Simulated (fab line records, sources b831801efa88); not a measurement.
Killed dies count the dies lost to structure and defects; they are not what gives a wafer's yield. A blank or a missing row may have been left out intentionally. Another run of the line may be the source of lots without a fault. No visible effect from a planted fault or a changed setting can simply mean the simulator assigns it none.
fab line records	flow sky130	part 1 of 2: steps 1 to 24 of 34
record lots=5	wafers=15	lastDay=50
route steps=708 shown METAL4@622 VIA4@639
lots with no fault: from the same line, run without faults
startH: the number of hours between the record's first day and the start of the first shown wafer of the lot	waitH: how many hours have passed since the lot's step before this one	" repeats the value in the row above	L1.1+2: several wafers, shown together as one row	- no value, or no start given	* or withheld: withheld	< > ~ a bound
route shown NAME@n: NAME is a module with steps in the file, n the number in the route of the first one	usual: the fault-free wafers' mean and standard deviation	same: alike in all rows	chamber/n: place in a boat	sites: per-site readings	_std_site: the values' standard deviation	_edge_site: the outer-site mean with the inner-site mean subtracted	radiusMm: how far each site lies from the wafer's centre	mask NAME#n: copy n	behind: tool/chamber where the wafer was last shaped	hold: the reason the lot was held/the length of the hold in hours/how it ended	device: the transistor (n, p or np) that didn't switch	end of line: the same wafers' tests at the end of the route	where a step has no rows: the recipe by itself	killed: the dies lost at the first sort to structure and to defects; this is not the yield of the wafer	map: per-die view of a wafer (x killed, . not killed, _ where there is no die)
set.NAME: the setting the step ran with; set.NAME@STEP: the setting that earlier step ran with	model.NAME: the simulator's own value behind a step, which no gauge read
lots seen at some steps along the route; tables by step, rows by wafer
services: when a tool's chamber went out of use (startH, in hours from the record's first day, below 0 if earlier), for how many hours, and the reason
## steps
# step SKY_METAL4_HMDS_06
# recipe primeTimeS=60	primeTempC=120
# usual primeTempC=120.01/0.13
lot.wafer	tool	chamber	startH	waitH	primeTempC
L078.2	lithoTrack-02	0	991.84	0.1	120.04
L078.3	"	0	"	"	120.06
L078.5	"	0	"	"	120.12
L079.1	lithoTrack-04	0	998.73	0.1	120.00
L079.3	"	0	"	"	119.94
L079.5	"	0	"	"	120.01
L088.1	lithoTrack-02	0	1061.67	0.1	120.06
L088.3	"	0	"	"	120.24
L088.4	"	0	"	"	120.07
L090.3	lithoTrack-02	0	1076.02	0.1	120.07
L090.4	"	0	"	"	120.12
L090.6	"	0	"	"	120.15
L097.1	lithoTrack-02	0	1107.37	0.1	119.75
L097.2	"	0	"	"	119.82
L097.4	"	0	"	"	119.78
# step SKY_METAL4_COAT_07
# recipe resist=BARC	tempC=withheld	timeS=withheld	spinRpm=3000	resistThkNm=60
# usual dispensePressureKPa=49/5.9	spinSpeedRpm=3000.1/2.2
lot.wafer	tool	chamber	startH	waitH	dispensePressureKPa	spinSpeedRpm
L078.2	lithoTrack-02	0	991.99	0.1	56	3002.2
L078.3	"	0	"	"	56	3001.3
L078.5	"	0	"	"	56	3003.9
L079.1	lithoTrack-04	0	998.88	0.1	43	2999.6
L079.3	"	0	"	"	43	2999.5
L079.5	"	0	"	"	43	3002.9
L088.1	lithoTrack-02	0	1061.82	0.1	56	3001.4
L088.3	"	0	"	"	56	2999.8
L088.4	"	0	"	"	56	3001.7
L090.3	lithoTrack-02	0	1076.17	0.1	56	2999.6
L090.4	"	0	"	"	56	3002.7
L090.6	"	0	"	"	56	3000.4
L097.1	lithoTrack-02	0	1107.52	0.1	56	2999.3
L097.2	"	0	"	"	56	2998.9
L097.4	"	0	"	"	56	2996.1
# step SKY_METAL4_COAT_08
# recipe resist=KrF-thick	spinRpm=3000	resistThkNm=1140
# usual dispensePressureKPa=49/5.9	spinSpeedRpm=2999.5/2.2
lot.wafer	tool	chamber	startH	waitH	dispensePressureKPa	spinSpeedRpm
L078.2	lithoTrack-02	0	-	-	56	2997.3
L078.3	"	0	"	"	56	2999.3
L078.5	"	0	"	"	56	3000.2
L079.1	lithoTrack-04	0	-	-	43	2999.1
L079.3	"	0	"	"	43	2999.3
L079.5	"	0	"	"	43	2998.5
L088.1	lithoTrack-02	0	-	-	56	2997.0
L088.3	"	0	"	"	56	2999.9
L088.4	"	0	"	"	56	3002.4
L090.3	lithoTrack-02	0	-	-	56	2998.1
L090.4	"	0	"	"	56	2997.8
L090.6	"	0	"	"	56	2996.8
L097.1	lithoTrack-02	0	-	-	56	2998.1
L097.2	"	0	"	"	56	3000.8
L097.4	"	0	"	"	56	2997.7
# step SKY_METAL4_SOFTBAKE_09
# recipe tempC=100	timeS=90	resist=KrF-thick
# usual heaterPowerTotalW=57.35/0.12
lot.wafer	tool	chamber	startH	waitH	heaterPowerTotalW
L078.2	lithoTrack-02	0	-	-	57.59
L078.3	"	0	"	"	57.17
L078.5	"	0	"	"	57.31
L079.1	lithoTrack-04	0	-	-	57.36
L079.3	"	0	"	"	57.47
L079.5	"	0	"	"	57.37
L088.1	lithoTrack-02	0	-	-	57.41
L088.3	"	0	"	"	57.46
L088.4	"	0	"	"	57.18
L090.3	lithoTrack-02	0	-	-	57.43
L090.4	"	0	"	"	57.24
L090.6	"	0	"	"	57.29
L097.1	lithoTrack-02	0	-	-	57.29
L097.2	"	0	"	"	57.12
L097.4	"	0	"	"	57.35
# step SKY_METAL4_EXPOSE_10
# recipe maskId=MM4	na=0.68	sourceShape=annular	sigmaInner=0.4	sigmaOuter=0.8	targetCdNm=300	doseMj=28
# usual focusOffsetNm=0.0/0.52	reticleTempC=23.01/0.11
# same sigmaInner=0.4
lot.wafer	tool	chamber	startH	waitH	mask	focusOffsetNm	reticleTempC
L078.2	krfScanner-02	0	-	-	MM4#0	-0.2	22.99
L078.3	"	0	"	"	MM4#0	-0.5	22.81
L078.5	"	0	"	"	MM4#0	0.5	22.76
L079.1	krfScanner-01	0	-	-	MM4#0	-0.5	23.19
L079.3	"	0	"	"	MM4#0	0.1	23.10
L079.5	"	0	"	"	MM4#0	-0.4	23.14
L088.1	krfScanner-01	0	-	-	MM4#0	0.0	22.94
L088.3	"	0	"	"	MM4#0	-0.9	22.90
L088.4	"	0	"	"	MM4#0	0.5	22.94
L090.3	krfScanner-02	0	-	-	MM4#0	-0.5	23.02
L090.4	"	0	"	"	MM4#0	-0.5	22.94
L090.6	"	0	"	"	MM4#0	0.4	22.83
L097.1	krfScanner-01	0	-	-	MM4#0	-0.9	22.92
L097.2	"	0	"	"	MM4#0	-0.2	22.99
L097.4	"	0	"	"	MM4#0	-0.2	23.06
# step SKY_METAL4_PEB_11
# recipe pebTempC=withheld	pebTimeS=withheld	resist=KrF-thick
lot.wafer	tool	chamber	startH	waitH
L078.2+3+5	lithoTrack-02	0	-	-
L079.1+3+5	lithoTrack-04	0	-	-
L088.1+3+4	lithoTrack-03	0	-	-
L090.3+4+6	lithoTrack-02	0	-	-
L097.1+2+4	lithoTrack-03	0	-	-
# step SKY_METAL4_DEVELOP_12
# recipe developTimeS=60	resist=KrF-thick	devTempC=21
lot.wafer	tool	chamber	startH	waitH
L078.2+3+5	lithoTrack-02	0	-	-
L079.1+3+5	lithoTrack-04	0	-	-
L088.1+3+4	lithoTrack-03	0	-	-
L090.3+4+6	lithoTrack-02	0	-	-
L097.1+2+4	lithoTrack-03	0	-	-
# step SKY_METAL4_CD_MEAS_13
# recipe targetCdNm=300
# usual cdNm=299.8/1.3
lot.wafer	tool	chamber	startH	waitH	cdNm
L078.2	cdSem-01	-	1003.24	-	301.3
L078.3	"	-	"	"	300.9
L078.5	"	-	"	"	302.4
L079.1	cdSem-02	-	1010.58	-	297.9
L079.3	"	-	"	"	298.5
L079.5	"	-	"	"	299.2
L088.1	cdSem-02	-	1072.13	-	301.5
L088.3	"	-	"	"	301.8
L088.4	"	-	"	"	302.0
L090.3	cdSem-02	-	1087.71	-	300.1
L090.4	"	-	"	"	299.2
L090.6	"	-	"	"	299.5
L097.1	cdSem-01	-	1117.43	-	299.8
L097.2	"	-	"	"	299.5
L097.4	"	-	"	"	299.8
# step SKY_METAL4_OVL_MEAS_14
# usual METAL4_OVL=4/5.2
lot.wafer	tool	chamber	startH	waitH	METAL4_OVL[nm]
L078.2	overlay-01	-	1003.34	0.1	4
L078.3	"	-	"	"	-6
L078.5	"	-	"	"	-1
L079.1	overlay-02	-	1010.70	0.1	10
L079.3	"	-	"	"	2
L079.5	"	-	"	"	2
L088.1	overlay-02	-	1072.25	0.1	0
L088.3	"	-	"	"	9
L088.4	"	-	"	"	1
L090.3	overlay-02	-	1087.80	0.1	-4
L090.4	"	-	"	"	-4
L090.6	"	-	"	"	2
L097.1	overlay-01	-	1117.55	0.1	4
L097.2	"	-	"	"	4
L097.4	"	-	"	"	2
# step SKY_METAL4_DESCUM_15
# recipe chemistry=O2	sourcePowerW=150	biasPowerW=0	pressureMtorr=10	tempC=40	timeS=8
# usual drypumpMotorCurrentA=5.7/0.41	oesProductAu=0.993/0.01
lot.wafer	tool	chamber	startH	waitH	drypumpMotorCurrentA	oesProductAu	rfHoursCounterH
L078.2	rieMetal-02	0	1003.37	0.0	5.2	0.997	9
L078.3	"	0	"	"	5.2	0.986	-
L078.5	"	1	"	"	6.2	1.001	-
L079.1	rieMetal-04	0	1010.74	0.0	5.6	0.971	2
L079.3	"	1	"	"	6.0	0.986	-
L079.5	"	0	"	"	5.5	0.971	-
L088.1	rieMetal-04	1	1072.29	0.0	6.0	0.990	20
L088.3	"	0	"	"	5.6	0.973	-
L088.4	"	1	"	"	6.0	0.990	-
L090.3	rieMetal-04	0	1087.84	0.0	5.5	0.985	-
L090.4	"	1	"	"	6.0	0.983	-
L090.6	"	1	"	"	6.0	0.988	-
L097.1	rieMetal-04	1	1117.59	0.0	6.1	1.001	24
L097.2	"	0	"	"	5.6	0.992	10
L097.4	"	0	"	"	5.6	0.980	-
# step SKY_METAL4_ETCH_16
# recipe chemistry=N2/H2	target=BARC	ionEnergyEv=200	biasW=100	pressureMtorr=30	n2FlowSccm=100	h2FlowSccm=200	icpW=488.9	stopOn=SiO2	timeS=88.2	targetDepthA=600
# usual drypumpMotorCurrentA=5.7/0.41	n2FlowSccm=100.06/0.29	oesProductAu=0.626/0.0043	throttleValvePct=13.204/0.0089
lot.wafer	tool	chamber	startH	waitH	drypumpMotorCurrentA	n2FlowSccm	oesProductAu	rfHoursCounterH	throttleValvePct
L078.2	rieMetal-02	0	1003.41	0.0	5.2	99.98	0.630	9	13.204
L078.3	"	0	"	"	5.3	99.45	0.621	-	13.207
L078.5	"	1	"	"	6.2	99.87	0.623	-	13.194
L079.1	rieMetal-04	0	1010.77	0.0	5.6	100.36	0.627	2	13.188
L079.3	"	1	"	"	6.0	100.60	0.630	-	13.201
L079.5	"	0	"	"	5.6	99.89	0.619	-	13.196
L088.1	rieMetal-04	1	1072.32	0.0	6.1	100.23	0.628	20	13.213
L088.3	"	0	"	"	5.6	100.17	0.629	-	13.204
L088.4	"	1	"	"	6.1	99.94	0.624	-	13.201
L090.3	rieMetal-04	0	1087.89	0.0	5.6	99.90	0.628	-	13.208
L090.4	"	1	"	"	6.0	100.30	0.637	-	13.198
L090.6	"	1	"	"	6.0	100.44	0.618	-	13.193
L097.1	rieMetal-04	1	1117.62	0.0	6.1	100.03	0.629	24	13.204
L097.2	"	0	"	"	5.5	100.29	0.633	10	13.202
L097.4	"	0	"	"	5.6	100.24	0.620	-	13.191
# step SKY_METAL4_ETCH_17
# recipe target=SiO2	stopOn=TiN	chemistry=C4F8/O2/Ar	sourceW=1500	biasW=1200	pressureMtorr=40	c4f8FlowSccm=withheld	O2_flow_sccm=6	Ar_flow_sccm=300	timeS=3.9	targetDepthA=150
# usual oesProductAu=0.755/0.0072
lot.wafer	tool	chamber	startH	waitH	oesProductAu	rfHoursCounterH
L078.2	rieDiel-04	1	1003.50	0.1	0.749	6
L078.3	"	3	"	"	0.746	28
L078.5	"	3	"	"	0.759	-
L079.1	rieDiel-01	2	1010.87	0.1	0.749	12
L079.3	"	3	"	"	0.749	4
L079.5	"	3	"	"	0.759	-
L088.1	rieDiel-04	2	1072.42	0.1	0.763	16
L088.3	"	0	"	"	0.759	15
L088.4	"	1	"	"	0.746	8
L090.3	rieDiel-04	2	1087.95	0.0	0.750	17
L090.4	"	1	"	"	0.754	-
L090.6	"	0	"	"	0.753	-
L097.1	rieDiel-04	3	1117.72	0.1	0.739	1
L097.2	"	2	"	"	0.740	18
L097.4	"	1	"	"	0.754	10
# step SKY_METAL4_METAL_ETCH_18
# recipe targetDepthA=8450	stopOn=SiO2	overEtchFrac=0.3	timeS=183.1	chemistry=Cl2/BCl3	resistSidewallDeg=88	pressureMtorr=10	icpW=900	biasW=48.5	Cl2_flow_sccm=60	bcl3FlowSccm=30
# usual drypumpMotorCurrentA=5.5/0.39	oesProductAu=0.863/0.0074	throttleValvePct=22.266/0.0086
lot.wafer	tool	chamber	startH	waitH	drypumpMotorCurrentA	oesProductAu	rfHoursCounterH	throttleValvePct
L078.2	rieMetal-04	0	1003.52	0.0	5.6	0.863	2	22.262
L078.3	"	0	"	"	5.6	0.868	-	22.286
L078.5	"	0	"	"	5.6	0.861	-	22.275
L079.1	rieMetal-01	1	1010.89	0.0	5.6	0.858	4	22.285
L079.3	"	1	"	"	5.7	0.861	-	22.279
L079.5	"	1	"	"	5.7	0.867	-	22.269
L088.1	rieMetal-01	0	1072.44	0.0	5.1	0.857	21	22.264
L088.3	"	1	"	"	5.6	0.860	-	22.261
L088.4	"	0	"	"	5.1	0.861	-	22.274
L090.3	rieMetal-01	0	1088.03	0.1	5.1	0.864	-	22.264
L090.4	"	1	"	"	5.7	0.867	-	22.277
L090.6	"	0	"	"	5.1	0.847	-	22.286
L097.1	rieMetal-02	1	1117.74	0.0	6.3	0.872	7	22.271
L097.2	"	0	"	"	5.2	0.851	17	22.265
L097.4	"	0	"	"	5.3	0.859	-	22.253
# step SKY_METAL4_STRIP_19
# recipe chemistry=O2/N2	powerW=1400	pressureMtorr=1500	platenTempC=withheld	o2FlowSccm=3000	n2FlowSccm=300	overashFraction=0.5
# usual drypumpMotorCurrentA=6.1/0.5	n2FlowSccm=300.0/0.95	oesProductAu=0.506/0.0061	stripTimeToEndpointS=6.63/0.069
lot.wafer	tool	chamber	startH	waitH	drypumpMotorCurrentA	n2FlowSccm	oesProductAu	rfHoursCounterH	stripTimeToEndpointS
L078.2	plasmaAsher-01	0	1003.70	0.1	5.4	299.7	0.518	91	6.82
L078.3	"	0	"	"	5.4	299.4	0.519	-	6.76
L078.5	"	0	"	"	5.4	298.2	0.522	-	6.80
L079.1	plasmaAsher-01	1	1011.06	0.1	6.4	299.5	0.508	91	6.64
L079.3	"	0	"	"	5.4	300.0	0.518	-	6.67
L079.5	"	0	"	"	5.4	299.8	0.517	-	6.70
L088.1	plasmaAsher-01	0	1072.61	0.1	5.4	299.1	0.498	96	6.66
L088.3	"	1	"	"	6.4	300.3	0.500	-	6.67
L088.4	"	0	"	"	5.4	299.1	0.507	-	6.66
L090.3	plasmaAsher-04	0	1088.18	0.1	6.5	299.7	0.502	-	6.69
L090.4	"	1	"	"	5.8	299.3	0.510	-	6.63
L090.6	"	0	"	"	6.6	300.9	0.499	-	6.61
L097.1	plasmaAsher-04	0	1117.92	0.1	6.5	299.1	0.501	5	6.64
L097.2	"	1	"	"	5.8	301.0	0.514	5	6.65
L097.4	"	0	"	"	6.5	299.8	0.498	-	6.59
# step SKY_METAL4_STRIP_20
# recipe chemistry=postEtchResidueRemover	timeS=1200	tempC=72.5
# usual bathHeatDutyPct=14.0/1.7
lot.wafer	tool	chamber	startH	waitH	bathHeatDutyPct
L078.2	wetBench-04	2	1003.80	0.1	14.3
L078.3	"	2	"	"	15.3
L078.5	"	2	"	"	14.5
L079.1	wetBench-04	1	1011.16	0.1	12.7
L079.3	"	1	"	"	14.9
L079.5	"	1	"	"	15.4
L088.1	wetBench-02	3	1072.71	0.1	12.4
L088.3	"	3	"	"	12.8
L088.4	"	3	"	"	11.5
L090.3	wetBench-04	2	1088.25	0.0	15.0
L090.4	"	2	"	"	16.0
L090.6	"	2	"	"	15.3
L097.1	wetBench-02	3	1118.02	0.1	11.2
L097.2	"	3	"	"	12.0
L097.4	"	3	"	"	12.2
# step SKY_METAL4_CLEAN_21
# recipe chemistry=IPA	timeS=180	tempC=25
# usual bathHeatDutyPct=6.2/0.83
lot.wafer	tool	chamber	startH	waitH	bathHeatDutyPct
L078.2	wetBench-01	3	1004.14	0.0	7.6
L078.3	"	3	"	"	7.8
L078.5	"	3	"	"	8.0
L079.1	wetBench-02	3	1011.51	0.0	5.2
L079.3	"	3	"	"	5.9
L079.5	"	3	"	"	5.6
L088.1	wetBench-04	2	1073.06	0.0	5.5
L088.3	"	2	"	"	7.1
L088.4	"	2	"	"	6.5
L090.3	wetBench-04	3	1088.62	0.0	6.1
L090.4	"	3	"	"	6.0
L090.6	"	3	"	"	6.6
L097.1	wetBench-02	3	1118.39	0.0	5.3
L097.2	"	3	"	"	5.2
L097.4	"	3	"	"	4.9
# step SKY_METAL4_CLEAN_22
# recipe chemistry=O3/DIW	dry=n2Spin
lot.wafer	tool	chamber	startH	waitH
L078.2+3+5	wetBench-04	0	1004.20	0.0
L079.1+3+5	wetBench-01	3	1011.62	0.0
L088.1+3+4	wetBench-01	2	1073.12	0.0
L090.3+4+6	wetBench-04	0	1088.69	0.0
L097.1+2+4	wetBench-02	1	1118.45	0.0
# step SKY_VIA4_HDPCVD_00
# recipe material=SiO2	targetThkNm=1750	sigmaOpenFrac=0.3	timeS=291.7	tempC=400	sih4FlowSccm=60	pressureMtorr=6
lot.wafer	tool	chamber	startH	waitH
L078.2+3+5	hdpcvd-02	2,1,2	1004.29	0.0
L079.1+3+5	hdpcvd-02	2,0,2	1011.71	0.0
L088.1+3+4	hdpcvd-01	1,2,2	1073.21	0.0
L090.3+4+6	hdpcvd-01	0,0,1	1088.79	0.0
L097.1+2+4	hdpcvd-01	1,2,1	1118.55	0.0
# step SKY_VIA4_THK_MEAS_01
# recipe reads=SiO2_of_VIA4_HDPCVD_00
# usual VIA4_HDPCVD_THK=1751/22
lot.wafer	tool	chamber	startH	waitH	VIA4_HDPCVD_THK[nm]
L078.2	filmMetro-04	-	1004.48	0.1	1765
L078.3	"	-	"	"	1744
L078.5	"	-	"	"	1772
L079.1	filmMetro-01	-	1011.89	0.1	1785
L079.3	"	-	"	"	1755
L079.5	"	-	"	"	1755
L088.1	filmMetro-04	-	1073.39	0.1	1725
L088.3	"	-	"	"	1767
L088.4	"	-	"	"	1765
L090.3	filmMetro-04	-	1088.99	0.1	1719
L090.4	"	-	"	"	1699
L090.6	"	-	"	"	1716
L097.1	filmMetro-04	-	1118.73	0.1	1745
L097.2	"	-	"	"	1731
L097.4	"	-	"	"	1719
# step SKY_VIA4_CMP_02
# recipe material=SiO2	downForcePsi=4	platenRpm=60	padVelocityMS=0.94248
# usual motorCurrentA=12.3/1.2	retainingRingPressureFrac=1.000/0.0045
lot.wafer	tool	chamber	startH	waitH	motorCurrentA	retainingRingPressureFrac
L078.3	cmp-02	1	1004.53	0.0	11.9	0.998
L078.2	"	3	"	"	13.0	1.004
L078.5	"	2	"	"	12.0	1.001
L079.1	cmp-02	0	1012.05	0.1	10.2	0.991
L079.3	"	1	"	"	12.4	1.004
L079.5	"	2	"	"	12.5	0.999
L088.3	cmp-02	1	1073.51	0.1	12.9	0.996
L088.1	"	3	"	"	13.2	0.997
L088.4	"	0	"	"	10.1	1.001
L090.4	cmp-02	0	1089.28	0.3	10.6	0.994
L090.3	"	1	"	"	12.1	0.998
L090.6	"	0	"	"	10.2	0.999
L097.4	cmp-02	2	1118.79	0.0	12.8	0.999
L097.1	"	0	"	"	10.0	1.007
L097.2	"	1	"	"	12.4	1.004
# step SKY_VIA4_BOW_MEAS_03
# recipe mode=bow
# usual VIA4_BOW=78/8.4
lot.wafer	tool	chamber	startH	waitH	VIA4_BOW[um]
L078.2	filmMetro-02	-	1004.85	0.2	78
L078.3	"	-	"	"	74
L078.5	"	-	"	"	76
L079.1	filmMetro-04	-	1012.25	0.1	77
L079.3	"	-	"	"	80
L079.5	"	-	"	"	89
L088.1	filmMetro-02	-	1073.81	0.1	77
L088.3	"	-	"	"	72
L088.4	"	-	"	"	81
L090.3	filmMetro-04	-	1089.57	0.2	64
L090.4	"	-	"	"	65
L090.6	"	-	"	"	71
L097.1	filmMetro-01	-	1119.09	0.1	80
L097.2	"	-	"	"	84
L097.4	"	-	"	"	79
# step SKY_VIA4_DEHYDRATE_04
# recipe tempC=200	timeS=60
# usual heaterPowerTotalW=160.38/0.13
lot.wafer	tool	chamber	startH	waitH	heaterPowerTotalW
L078.2	lithoTrack-03	0	1016.71	11.8	160.64
L078.3	"	0	"	"	160.41
L078.5	"	0	"	"	160.30
L079.1	lithoTrack-02	0	1022.82	10.5	160.65
L079.3	"	0	"	"	160.42
L079.5	"	0	"	"	160.23
L088.1	lithoTrack-01	0	1084.07	10.2	160.14
L088.3	"	0	"	"	160.20
L088.4	"	0	"	"	160.60
L090.3	lithoTrack-01	0	1098.22	8.6	160.38
L090.4	"	0	"	"	160.56
L090.6	"	0	"	"	160.37
L097.1	lithoTrack-01	0	1128.87	9.8	160.25
L097.2	"	0	"	"	160.31
L097.4	"	0	"	"	160.11
# step SKY_VIA4_HMDS_05
# recipe primeTimeS=60	primeTempC=120
# usual primeTempC=120.00/0.14
lot.wafer	tool	chamber	startH	waitH	primeTempC
L078.2	lithoTrack-03	0	1016.86	0.1	120.00
L078.3	"	0	"	"	120.10
L078.5	"	0	"	"	120.26
L079.1	lithoTrack-02	0	1022.97	0.1	119.91
L079.3	"	0	"	"	119.98
L079.5	"	0	"	"	120.06
L088.1	lithoTrack-01	0	1084.22	0.1	120.06
L088.3	"	0	"	"	119.93
L088.4	"	0	"	"	119.83
L090.3	lithoTrack-01	0	1098.37	0.1	120.17
L090.4	"	0	"	"	120.22
L090.6	"	0	"	"	120.10
L097.1	lithoTrack-01	0	1129.02	0.1	120.12
L097.2	"	0	"	"	119.95
L097.4	"	0	"	"	119.82
# step SKY_VIA4_COAT_06
# recipe resist=NOVOLAK	spinRpm=3000	resistThkNm=1140
# usual dispensePressureKPa=47/5.2	spinSpeedRpm=3000.0/2.3
lot.wafer	tool	chamber	startH	waitH	dispensePressureKPa	spinSpeedRpm
L078.2	lithoTrack-03	0	1017.01	0.1	47	2999.6
L078.3	"	0	"	"	47	2995.9
L078.5	"	0	"	"	47	2999.5
L079.1	lithoTrack-02	0	1023.12	0.1	56	2999.4
L079.3	"	0	"	"	56	3002.6
L079.5	"	0	"	"	56	2998.9
L088.1	lithoTrack-01	0	1084.37	0.1	43	3003.3
L088.3	"	0	"	"	43	3001.3
L088.4	"	0	"	"	43	3003.9
L090.3	lithoTrack-01	0	1098.52	0.1	43	2999.0
L090.4	"	0	"	"	43	2999.8
L090.6	"	0	"	"	43	3001.3
L097.1	lithoTrack-01	0	1129.17	0.1	43	3000.6
L097.2	"	0	"	"	43	3000.6
L097.4	"	0	"	"	43	3002.0
